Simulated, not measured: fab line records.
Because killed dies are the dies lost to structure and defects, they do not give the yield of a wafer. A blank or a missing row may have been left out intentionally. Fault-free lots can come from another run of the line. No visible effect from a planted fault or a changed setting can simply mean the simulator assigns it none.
fab line records	flow sky130
record lots=13	wafers=39	lastDay=50
route steps=708 shown LOCAL_INTERCONNECT@401 VIA4@640 METAL5@677 PASSIVATION@684 PAD_OPEN@708
lots that met no fault: taken from a fault-free run of the same line
startH: hours from the record's opening day to when the first of the lot's shown wafers began	waitH: time in hours since the lot's previous step	" repeats the value in the row above	L1.1+2: a single row standing in for several wafers	- no value present, or no start provided	* or withheld: withheld	< > ~ a bound
route shown NAME@n: NAME is a module with steps in the file, n the number in the route of the first one	usual: mean/standard deviation of fault-free wafers	same: alike in all rows	chamber/n: place in a boat	sites: readings site by site	_std_site: the values' standard deviation	_edge_site: inner sites' mean taken away from outer sites' mean	radiusMm: how far each site lies from the wafer's centre	mask NAME#n: copy n	behind: the most recent tool/chamber to have shaped the wafer	hold: cause of the lot's hold/its duration in hours/its outcome	device: the n, p or np transistor that did not switch	end of line: at the end of the route, the tests of the same wafers	a step given without rows: its recipe and nothing more	killed: at the first sort, the dies lost to defects and structure; wafer yield is something else	map: a wafer's dies, marking killed ones x, the rest . and places with no die _
set.NAME: the run value of the setting; set.NAME@STEP: its run value at that earlier step	model.NAME: the simulator's own value behind a step, which no gauge read
one table for each step of the route and one row for each wafer, over a sample of lots
services: the hour from which a tool's chamber was out of use, counted from the record's first day as startH (under 0 if before that day), plus the number of hours and why
## steps
# step SKY_LOCAL_INTERCONNECT_METAL_ETCH_14
# recipe targetDepthNm=110	stopOn=PSG	chemistry=Cl2/BCl3	target=TiN	resistSidewallDeg=88	pressureMtorr=10	icpW=900	biasW=48.5	Cl2_flow_sccm=60	bcl3FlowSccm=30	timeS=31.4
# usual drypumpMotorCurrentA=6.1/0.39	oesProductAu=0.942/0.0073	throttleValvePct=21.900/0.0097
lot.wafer	tool	chamber	startH	waitH	drypumpMotorCurrentA	oesProductAu	rfHoursCounterH	throttleValvePct
L917.2	rieMetal-04	0	711.97	0.0	5.9	0.930	6	21.921
L917.5	"	1	"	"	5.4	0.948	-	21.907
L917.6	"	0	"	"	5.9	0.925	-	21.893
L918.2	rieMetal-04	0	719.49	0.0	5.9	0.941	6	21.895
L918.3	"	0	"	"	5.9	0.946	-	21.884
L918.4	"	1	"	"	5.5	0.941	-	21.908
L919.3	rieMetal-04	0	730.90	0.0	5.8	0.939	-	21.896
L919.4	"	1	"	"	5.4	0.940	-	21.893
L919.6	"	1	"	"	5.5	0.945	-	21.887
L920.2	rieMetal-01	1	738.38	0.0	6.6	0.953	1	21.904
L920.3	"	0	"	"	6.6	0.949	-	21.921
L920.6	"	0	"	"	6.6	0.944	-	21.914
L921.2	rieMetal-04	0	739.38	0.0	5.8	0.942	7	21.884
L921.3	"	1	"	"	5.4	0.952	-	21.909
L921.5	"	1	"	"	5.5	0.944	-	21.914
L922.2	rieMetal-02	0	742.87	0.1	6.0	0.938	15	21.895
L922.5	"	1	"	"	5.8	0.931	-	21.922
L922.6	"	0	"	"	6.0	0.951	-	21.904
L923.2	rieMetal-02	0	759.17	0.0	6.0	0.950	16	21.885
L923.4	"	0	"	"	6.0	0.954	-	21.886
L923.6	"	0	"	"	6.0	0.948	-	21.897
L926.1	rieMetal-01	1	772.44	0.0	6.5	0.959	2	21.901
L926.3	"	0	"	"	6.6	0.951	-	21.898
L926.5	"	0	"	"	6.6	0.961	-	21.899
L931.1	rieMetal-01	1	815.27	0.0	6.5	0.926	3	21.899
L931.2	"	0	"	"	6.6	0.926	10	21.893
L931.5	"	1	"	"	6.6	0.944	-	21.906
L932.2	rieMetal-01	1	819.03	0.0	6.5	0.945	4	21.884
L932.4	"	0	"	"	6.6	0.939	-	21.902
L932.6	"	0	"	"	6.6	0.944	-	21.897
L934.1	rieMetal-01	0	834.98	0.0	6.6	0.938	11	21.903
L934.3	"	0	"	"	6.6	0.942	-	21.900
L934.6	"	1	"	"	6.5	0.933	-	21.909
L937.1	rieMetal-02	1	860.88	0.0	5.9	0.934	11	21.902
L937.5	"	0	"	"	6.0	0.947	-	21.889
L937.6	"	1	"	"	5.9	0.935	-	21.889
L938.3	rieMetal-02	1	866.28	0.0	5.8	0.937	-	21.911
L938.4	"	0	"	"	6.1	0.946	-	21.881
L938.6	"	1	"	"	5.9	0.947	-	21.894
# step SKY_VIA4_THK_MEAS_01
# recipe reads=SiO2_of_VIA4_HDPCVD_00
# usual VIA4_HDPCVD_THK=1757/21
lot.wafer	tool	chamber	startH	waitH	VIA4_HDPCVD_THK[nm]
L917.2	filmMetro-03	-	987.81	0.1	1747
L917.5	"	-	"	"	1732
L917.6	"	-	"	"	1740
L918.2	filmMetro-03	-	990.26	0.1	1744
L918.3	"	-	"	"	1733
L918.4	"	-	"	"	1742
L919.3	filmMetro-03	-	1001.50	0.1	1745
L919.4	"	-	"	"	1726
L919.6	"	-	"	"	1730
L920.2	filmMetro-01	-	1008.59	0.1	1737
L920.3	"	-	"	"	1734
L920.6	"	-	"	"	1747
L921.2	filmMetro-03	-	1008.97	0.1	1738
L921.3	"	-	"	"	1745
L921.5	"	-	"	"	1729
L922.2	filmMetro-02	-	1011.68	0.1	1773
L922.5	"	-	"	"	1762
L922.6	"	-	"	"	1765
L923.2	filmMetro-03	-	1024.76	0.1	1757
L923.4	"	-	"	"	1748
L923.6	"	-	"	"	1727
L926.1	filmMetro-01	-	1037.71	0.1	1747
L926.3	"	-	"	"	1714
L926.5	"	-	"	"	1749
L931.1	filmMetro-01	-	1070.52	0.1	1774
L931.2	"	-	"	"	1766
L931.5	"	-	"	"	1783
L932.2	filmMetro-02	-	1073.45	0.1	1766
L932.4	"	-	"	"	1769
L932.6	"	-	"	"	1805
L934.1	filmMetro-01	-	1087.06	0.1	1768
L934.3	"	-	"	"	1746
L934.6	"	-	"	"	1753
L937.1	filmMetro-01	-	1110.49	0.1	1755
L937.5	"	-	"	"	1751
L937.6	"	-	"	"	1748
L938.3	filmMetro-01	-	1114.60	0.1	1765
L938.4	"	-	"	"	1710
L938.6	"	-	"	"	1740
# step SKY_METAL5_STRIP_16
# recipe chemistry=O2/N2	powerW=1400	pressureMtorr=1500	platenTempC=withheld	o2FlowSccm=3000	n2FlowSccm=300	overashFraction=0.5
# usual drypumpMotorCurrentA=5.73/0.27	oesProductAu=0.711/0.0039	stripTimeToEndpointS=13.07/0.15
# same overashFraction=0.5
lot.wafer	tool	chamber	startH	waitH	drypumpMotorCurrentA	oesProductAu	rfHoursCounterH	stripTimeToEndpointS
L917.2	plasmaAsher-04	0	1035.95	0.2	5.76	0.714	29	13.06
L917.5	"	0	"	"	5.79	0.709	-	12.99
L917.6	"	1	"	"	5.24	0.713	-	13.07
L918.2	plasmaAsher-04	1	1038.90	0.2	5.24	0.712	30	12.95
L918.3	"	0	"	"	5.72	0.713	-	12.98
L918.4	"	1	"	"	5.27	0.713	-	13.09
L919.3	plasmaAsher-01	0	1049.60	0.3	5.55	0.711	-	13.17
L919.4	"	1	"	"	6.06	0.707	-	13.10
L919.6	"	0	"	"	5.55	0.707	-	13.13
L920.2	plasmaAsher-01	0	1055.87	0.3	5.55	0.712	56	13.03
L920.3	"	0	"	"	5.55	0.705	-	13.10
L920.6	"	1	"	"	6.02	0.716	-	13.01
L921.2	plasmaAsher-04	1	1056.22	0.2	5.26	0.718	32	12.88
L921.3	"	0	"	"	5.75	0.711	-	13.09
L921.5	"	0	"	"	5.72	0.710	-	13.12
L922.2	plasmaAsher-01	0	1058.27	0.2	5.56	0.709	57	13.17
L922.5	"	0	"	"	5.56	0.708	-	13.24
L922.6	"	1	"	"	6.03	0.708	-	13.21
L923.2	plasmaAsher-04	1	1071.12	0.2	5.27	0.717	34	13.12
L923.4	"	1	"	"	5.26	0.714	-	13.15
L923.6	"	1	"	"	5.28	0.702	-	13.18
L926.1	plasmaAsher-01	1	1083.13	0.2	6.00	0.708	60	13.25
L926.3	"	1	"	"	6.05	0.706	-	12.81
L926.5	"	1	"	"	6.00	0.710	-	12.79
L931.1	plasmaAsher-04	0	1113.70	0.2	5.72	0.709	38	12.71
L931.2	"	1	"	"	5.27	0.708	38	13.18
L931.5	"	1	"	"	5.26	0.709	-	13.13
L932.2	plasmaAsher-01	0	1116.88	0.2	5.53	0.710	63	13.15
L932.4	"	0	"	"	5.55	0.700	-	13.07
L932.6	"	1	"	"	6.04	0.708	-	13.00
L934.1	plasmaAsher-01	1	1130.02	0.4	6.02	0.707	64	12.77
L934.3	"	1	"	"	6.00	0.709	-	12.79
L934.6	"	0	"	"	5.55	0.712	-	12.83
L937.1	plasmaAsher-04	1	1149.93	0.2	5.25	0.710	41	13.10
L937.5	"	1	"	"	5.25	0.711	-	13.16
L937.6	"	0	"	"	5.74	0.714	-	13.10
L938.3	plasmaAsher-04	0	1153.78	0.1	5.71	0.710	-	12.72
L938.4	"	1	"	"	5.27	0.711	-	13.23
L938.6	"	0	"	"	5.72	0.718	-	12.77
# step SKY_PASSIVATION_THK_MEAS_03
# recipe reads=Si3N4_of_PASSIVATION_CVD_02
# usual PASSIVATION_CVD_02_THK=541/6.6
lot.wafer	tool	chamber	startH	waitH	PASSIVATION_CVD_02_THK[nm]
L917.2	filmMetro-03	-	1037.00	-	537
L917.5	"	-	"	"	542
L917.6	"	-	"	"	546
L918.2	filmMetro-04	-	1039.87	-	530
L918.3	"	-	"	"	542
L918.4	"	-	"	"	543
L919.3	filmMetro-02	-	1050.51	-	541
L919.4	"	-	"	"	546
L919.6	"	-	"	"	547
L920.2	filmMetro-02	-	1056.77	-	545
L920.3	"	-	"	"	538
L920.6	"	-	"	"	551
L921.2	filmMetro-04	-	1057.13	-	529
L921.3	"	-	"	"	536
L921.5	"	-	"	"	539
L922.2	filmMetro-04	-	1059.18	-	538
L922.5	"	-	"	"	550
L922.6	"	-	"	"	547
L923.2	filmMetro-04	-	1072.07	-	543
L923.4	"	-	"	"	536
L923.6	"	-	"	"	546
L926.1	filmMetro-03	-	1084.03	-	543
L926.3	"	-	"	"	542
L926.5	"	-	"	"	551
L931.1	filmMetro-02	-	1114.59	-	533
L931.2	"	-	"	"	533
L931.5	"	-	"	"	537
L932.2	filmMetro-03	-	1117.87	-	536
L932.4	"	-	"	"	539
L932.6	"	-	"	"	548
L934.1	filmMetro-02	-	1130.96	-	542
L934.3	"	-	"	"	540
L934.6	"	-	"	"	561
L937.1	filmMetro-03	-	1150.83	-	529
L937.5	"	-	"	"	540
L937.6	"	-	"	"	542
L938.3	filmMetro-04	-	1154.82	-	542
L938.4	"	-	"	"	540
L938.6	"	-	"	"	544
# step SKY_PAD_OPEN_PROBE_99
# usual killed_at_M0_to_M3=44/6	killed_at_M4_up=2.9/1.5	killedAtContacts=24/4.9	killedAtFrontEnd=16/4.3	killedAtOther=0.3/0.54	killedDies=87/8.7	killedOnRim=17/3.6	killedOpen=48/6.7	killedShort=39/5.9
# same grossDies=492	killedAtBackSide=0
lot.wafer	tool	chamber	startH	waitH	killed_at_M0_to_M3	killed_at_M4_up	killedAtContacts	killedAtFrontEnd	killedAtOther	killedDies	killedOnRim	killedOpen	killedShort
L918.2	prober-01	-	1085.93	0.1	41	2	36	13	1	93	20	49	44
L918.3	prober-01	-	1085.98	0.2	40	3	28	12	1	84	13	44	40
L918.4	prober-01	-	1086.03	0.2	41	1	26	14	3	85	17	43	42
L919.3	prober-01	-	1095.58	0.2	43	6	24	15	0	88	17	39	49
L919.4	prober-01	-	1095.63	0.2	39	2	23	14	0	78	16	37	41
L919.6	prober-01	-	1095.73	0.2	39	5	19	12	1	76	18	43	32
L920.2	prober-02	-	1101.98	0.1	43	4	32	14	0	93	19	53	40
L920.3	prober-02	-	1102.03	0.2	47	4	24	14	1	90	18	43	47
L920.6	prober-02	-	1102.18	0.2	36	2	26	17	0	81	21	46	35
L921.2	prober-01	-	1103.48	0.1	43	2	22	22	0	89	23	50	39
L921.3	prober-01	-	1103.53	0.2	35	0	26	25	0	86	19	46	40
L921.5	prober-01	-	1103.63	0.2	42	2	26	17	1	88	16	56	32
L931.1	prober-02	-	1153.82	0.1	47	4	20	21	0	92	13	46	45
L931.2	prober-02	-	1153.87	0.1	39	4	76	22	0	141	35	53	42
L931.5	prober-02	-	1154.02	0.2	51	5	18	19	0	93	18	51	42
L932.2	prober-01	-	1157.46	0.1	57	3	12	13	1	86	14	50	36
L932.4	prober-01	-	1157.56	0.2	46	1	54	7	0	108	22	34	34
L932.6	prober-01	-	1157.66	0.2	45	3	67	11	0	126	26	44	35
L934.1	prober-01	-	1169.02	0.1	51	3	60	12	0	126	29	50	33
L934.3	prober-01	-	1169.12	0.2	43	5	71	12	0	131	25	46	40
L934.6	prober-01	-	1169.27	0.2	51	3	21	11	0	86	19	46	40
L937.1	prober-02	-	1187.38	0.1	50	0	23	17	0	90	15	55	35
L937.5	prober-02	-	1187.58	0.2	48	2	35	26	0	111	17	55	54
L937.6	prober-02	-	1187.63	0.2	41	2	29	16	0	88	21	48	40
# killed by level:class
L918.2 VIA1:geometricParticle:open=13 CONTACT:geometricParticle:open=12 FIELD_ISO:geometricParticle:short=9 CONTACT:geometricParticle:short=9 LI_CONTACT:geometricParticle:open=8 VIA3:geometricParticle:open=5 METAL1:geometricParticle:short=5 VIA2:geometricParticle:short=5
L918.3 CONTACT:geometricParticle:open=14 VIA1:geometricParticle:open=11 CONTACT:geometricParticle:short=8 METAL2:geometricParticle:short=6 LI_CONTACT:geometricParticle:open=5 VIA2:geometricParticle:short=5 SPACER:geometricParticle:short=4 VIA3:geometricParticle:short=4
L918.4 VIA1:geometricParticle:open=16 CONTACT:geometricParticle:open=10 VIA1:geometricParticle:short=8 FIELD_ISO:geometricParticle:short=6 LI_CONTACT:geometricParticle:open=6 METAL1:geometricParticle:short=5 CONTACT:geometricParticle:short=4 LI_CONTACT:geometricParticle:short=3
L919.3 CONTACT:geometricParticle:open=7 LI_CONTACT:geometricParticle:open=6 METAL1:geometricParticle:short=6 VIA1:geometricParticle:open=6 METAL4:geometricParticle:short=6 VIA3:geometricParticle:open=6 CONTACT:geometricParticle:short=5 METAL2:geometricParticle:short=5
L919.4 VIA2:geometricParticle:open=9 VIA1:geometricParticle:open=7 CONTACT:geometricParticle:short=6 FIELD_ISO:geometricParticle:short=5 VIA2:geometricParticle:short=5 LI_CONTACT:geometricParticle:open=5 CONTACT:geometricParticle:open=5 LOCAL_INTERCONNECT:geometricParticle:short=4
L919.6 LI_CONTACT:geometricParticle:open=8 VIA1:geometricParticle:open=8 VIA3:geometricParticle:open=7 VIA1:geometricParticle:short=6 VIA2:geometricParticle:open=6 METAL4:geometricParticle:short=4 CONTACT:geometricParticle:open=4 METAL1:geometricParticle:short=4
L920.2 CONTACT:geometricParticle:open=11 VIA2:geometricParticle:open=10 LI_CONTACT:geometricParticle:open=9 VIA1:geometricParticle:open=8 LOCAL_INTERCONNECT:geometricParticle:short=7 VIA3:geometricParticle:open=6 FIELD_ISO:geometricParticle:short=5 METAL3:geometricParticle:short=5
L920.3 CONTACT:geometricParticle:short=10 VIA3:geometricParticle:open=10 POLY_GATE:geometricParticle:open=7 VIA2:geometricParticle:open=7 LOCAL_INTERCONNECT:geometricParticle:short=6 VIA2:geometricParticle:short=5 METAL2:geometricParticle:short=5 CONTACT:geometricParticle:open=4
L920.6 CONTACT:geometricParticle:open=9 VIA1:geometricParticle:open=9 FIELD_ISO:geometricParticle:short=6 METAL2:geometricParticle:short=6 VIA3:geometricParticle:open=6 CONTACT:geometricParticle:short=5 LI_CONTACT:geometricParticle:open=5 POLY_GATE:geometricParticle:open=5
L921.2 POLY_GATE:geometricParticle:open=10 LOCAL_INTERCONNECT:geometricParticle:short=8 VIA1:geometricParticle:open=7 VIA2:geometricParticle:open=6 CONTACT:geometricParticle:open=6 VIA3:geometricParticle:open=6 METAL1:geometricParticle:open=5 FIELD_ISO:geometricParticle:short=4
L921.3 CONTACT:geometricParticle:open=11 VIA1:geometricParticle:open=9 POLY_GATE:geometricParticle:short=6 FIELD_ISO:geometricParticle:open=5 POLY_GATE:geometricParticle:open=5 VIA3:geometricParticle:open=5 LI_CONTACT:geometricParticle:open=5 FIELD_ISO:geometricParticle:short=4
L921.5 CONTACT:geometricParticle:open=11 VIA1:geometricParticle:open=10 LI_CONTACT:geometricParticle:open=8 VIA3:geometricParticle:open=8 VIA1:geometricParticle:short=7 VIA2:geometricParticle:open=6 CONTACT:geometricParticle:short=5 FIELD_ISO:geometricParticle:short=4
L931.1 CONTACT:geometricParticle:open=8 VIA1:geometricParticle:open=8 METAL2:geometricParticle:short=8 VIA2:geometricParticle:open=8 FIELD_ISO:geometricParticle:short=6 FIELD_ISO:geometricParticle:open=5 POLY_GATE:geometricParticle:short=5 VIA1:geometricParticle:short=4
L931.2 LOCAL_INTERCONNECT:unspecified=46 CONTACT:geometricParticle:open=13 METAL1:geometricParticle:short=9 VIA1:geometricParticle:open=9 LI_CONTACT:geometricParticle:open=8 FIELD_ISO:geometricParticle:open=6 POLY_GATE:geometricParticle:open=6 POLY_GATE:geometricParticle:short=5
L931.5 VIA3:geometricParticle:open=13 VIA1:geometricParticle:open=11 POLY_GATE:geometricParticle:short=8 LI_CONTACT:geometricParticle:open=8 CONTACT:geometricParticle:open=6 METAL2:geometricParticle:short=6 VIA2:geometricParticle:open=5 METAL4:geometricParticle:short=5
L932.2 VIA3:geometricParticle:open=12 VIA1:geometricParticle:open=10 VIA2:geometricParticle:open=10 VIA1:geometricParticle:short=7 METAL2:geometricParticle:short=6 POLY_GATE:geometricParticle:open=5 CONTACT:geometricParticle:open=5 FIELD_ISO:geometricParticle:open=4
L932.4 LOCAL_INTERCONNECT:unspecified=39 VIA1:geometricParticle:open=12 METAL2:geometricParticle:short=8 METAL1:geometricParticle:short=6 LI_CONTACT:geometricParticle:open=5 VIA1:geometricParticle:short=4 CONTACT:geometricParticle:open=4 CONTACT:geometricParticle:short=4
L932.6 LOCAL_INTERCONNECT:unspecified=47 VIA1:geometricParticle:open=13 CONTACT:geometricParticle:open=7 VIA1:geometricParticle:short=7 VIA3:geometricParticle:open=6 LI_CONTACT:geometricParticle:open=5 VIA3:geometricParticle:short=5 CONTACT:geometricParticle:short=4
L934.1 LOCAL_INTERCONNECT:unspecified=43 VIA1:geometricParticle:open=12 CONTACT:geometricParticle:open=11 VIA3:geometricParticle:open=7 VIA2:geometricParticle:open=7 VIA2:geometricParticle:short=6 METAL2:geometricParticle:short=5 METAL2:geometricParticle:open=4
L934.3 LOCAL_INTERCONNECT:unspecified=44 VIA2:geometricParticle:open=11 VIA1:geometricParticle:open=8 CONTACT:geometricParticle:open=7 VIA3:geometricParticle:open=7 LI_CONTACT:geometricParticle:open=6 CONTACT:geometricParticle:short=6 METAL2:geometricParticle:short=5
L934.6 VIA2:geometricParticle:open=12 VIA1:geometricParticle:open=10 METAL1:geometricParticle:short=8 LI_CONTACT:geometricParticle:open=7 METAL2:geometricParticle:short=6 LOCAL_INTERCONNECT:geometricParticle:short=4 CONTACT:geometricParticle:open=4 VIA3:geometricParticle:open=4
L937.1 VIA1:geometricParticle:open=11 LI_CONTACT:geometricParticle:open=10 FIELD_ISO:geometricParticle:open=9 VIA3:geometricParticle:open=8 METAL2:geometricParticle:short=7 METAL1:geometricParticle:short=6 CONTACT:geometricParticle:open=5 VIA2:geometricParticle:open=5
L937.5 LI_CONTACT:geometricParticle:open=9 METAL1:geometricParticle:short=9 VIA1:geometricParticle:open=9 CONTACT:geometricParticle:short=8 FIELD_ISO:geometricParticle:open=7 POLY_GATE:geometricParticle:open=7 POLY_GATE:geometricParticle:short=7 CONTACT:geometricParticle:open=7
L937.6 CONTACT:geometricParticle:open=19 VIA2:geometricParticle:open=9 VIA1:geometricParticle:open=6 METAL1:geometricParticle:short=6 POLY_GATE:geometricParticle:short=5 CONTACT:geometricParticle:short=5 FIELD_ISO:geometricParticle:short=4 VIA2:geometricParticle:short=4
## services
tool	chamber	startH	hours	kind
rieMetal-04	-	690.63	0.4	repair
plasmaAsher-01	-	704.48	3.2	repair
plasmaAsher-01	-	722.98	2.2	repair
plasmaAsher-04	-	733.75	9.0	pm
plasmaAsher-04	0	733.75	9.0	ventCycle
plasmaAsher-04	1	733.75	9.0	ventCycle
plasmaAsher-04	0	742.75	-	clean
plasmaAsher-01	-	743.43	28.3	pm
rieMetal-04	0	749.70	6.0	repair
plasmaAsher-04	-	779.82	2.9	repair
plasmaAsher-01	-	790.51	2.7	repair
rieMetal-02	1	841.06	8.3	repair
rieMetal-04	1	918.84	24.1	repair
rieMetal-02	-	919.17	2.8	pm
plasmaAsher-01	-	994.99	2.2	repair
plasmaAsher-01	-	1016.82	6.5	repair
plasmaAsher-04	-	1022.15	8.6	repair
rieMetal-02	1	1044.91	40.5	repair
rieMetal-01	-	1047.69	2.8	pm
rieMetal-01	-	1068.35	0.7	repair
rieMetal-02	1	1092.16	3.1	repair
rieMetal-04	-	1117.75	1.0	repair
plasmaAsher-01	-	1120.21	1.6	repair
plasmaAsher-01	-	1144.55	14.6	pm
## key
firstSign step=SKY_PAD_OPEN_PROBE_99	reading=killedAtContacts	direction=up	sigmas=8.4	usual=24	struck=66
effect step=SKY_PAD_OPEN_PROBE_99	reading=killedDies	direction=up	sigmas=4.5	usual=87	struck=126
metAt SKY_LOCAL_INTERCONNECT_METAL_ETCH_14
struckLots L931,L932,L934
struckWafers L931.2,L932.4,L932.6,L934.1,L934.3
testerLeftOut L931,L932,L934
notActingAt SKY_VIA4_THK_MEAS_01,SKY_METAL5_STRIP_16,SKY_PASSIVATION_THK_MEAS_03
onsetBetween 772.44 815.27
fault kind=chamberParticleSource	tool=rieMetal-01	chamber=0	onsetH=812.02	steps=SKY_LOCAL_INTERCONNECT_METAL_ETCH_14	ratePerVisitCm2=1.0029	endH=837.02
# testerLeftOut: of these lots the tester's yield and bins aren't shown, on N5 and GAA mostly nor the transistor test; their killed dies are dies lost to structure and defects alone, not to doping, threshold or leakage, so they don't give the yield
